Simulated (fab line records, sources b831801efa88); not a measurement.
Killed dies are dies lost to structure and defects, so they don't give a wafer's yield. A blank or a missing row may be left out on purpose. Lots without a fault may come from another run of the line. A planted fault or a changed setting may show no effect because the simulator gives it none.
One fault seen from 2 desks | flow gf180mcu | each desk has only its own numbers; what lay behind them comes last

THE METROLOGY DESK
What the gauges read, lot by lot, whatever tool the lot ran on: means of the sampled wafers that have a number. A lot is out of limits, marked OUT, if its mean lies more than 4 standard deviations from the usual mean; the brackets give that distance.
Columns: A = HV_LDD_TW at GF_HV_LDD_TW_MEAS_11, usual 2414; B = cd_nm at GF_HV_LDD_CD_MEAS_19, usual 400.3 nm; C = HV_LDD_01_OVL at GF_HV_LDD_OVL_MEAS_20, usual 0.3 nm
lot  | first seen here | A    | B     | C
L942 | day 12 01:52    | 2409 | 397.0 | -0.1
L945 | day 12 15:46    | 2416 | 401.0 | 0.1
L946 | day 13 02:55    | 2415 | 402.3 | -1.0
L948 | day 13 23:04    | 2413 | 399.8 | -0.9
L949 | day 14 07:43    | 2434 | 398.4 | 0.1
L955 | day 15 22:44    | 2404 | 400.3 | 0.8
This desk's finding: nothing out of limits on any of the 6 lots.

THE TOOL OWNER'S DESK: implanter-04
The tool's own readings at GF_HV_LDD_IMPLANT_21: means of the sampled wafers that have a number, for each lot that ran on this tool. A lot is out of limits, marked OUT, if its mean lies more than 4 standard deviations from the usual mean; the brackets give that distance.
Columns: A = dose_ions_cm2 at GF_HV_LDD_IMPLANT_21, usual 5e+13
lot  | first seen here | A
L945 | day 13 10:58    | 5e+13
L946 | day 13 23:22    | 5e+13 (+34) OUT
L949 | day 15 04:53    | 5e+13 (+34) OUT
This desk's finding: out of limits on L946, L949; first on L946, day 13 23:22 (dose_ions_cm2 at GF_HV_LDD_IMPLANT_21). In limits: L945.

PUT TOGETHER
The tool owner's desk could have raised an alarm at day 13 23:22, on L946, L949.
The metrology desk saw nothing out of limits.
The metrology desk has L946, L949 on record, within its limits.
Of the lots named, all ran GF_HV_LDD_IMPLANT_21 on implanter-04.

WHAT THE SIMULATOR HAD PUT IN
Process parameter drift: implanter-04, from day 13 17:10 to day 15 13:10, at GF_HV_LDD_IMPLANT_21. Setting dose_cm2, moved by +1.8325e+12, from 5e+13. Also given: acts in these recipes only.
Lots struck among those shown: L946, L949.
Hours from the fault's start to each desk's first reading out of limits: the tool owner's desk, 6.
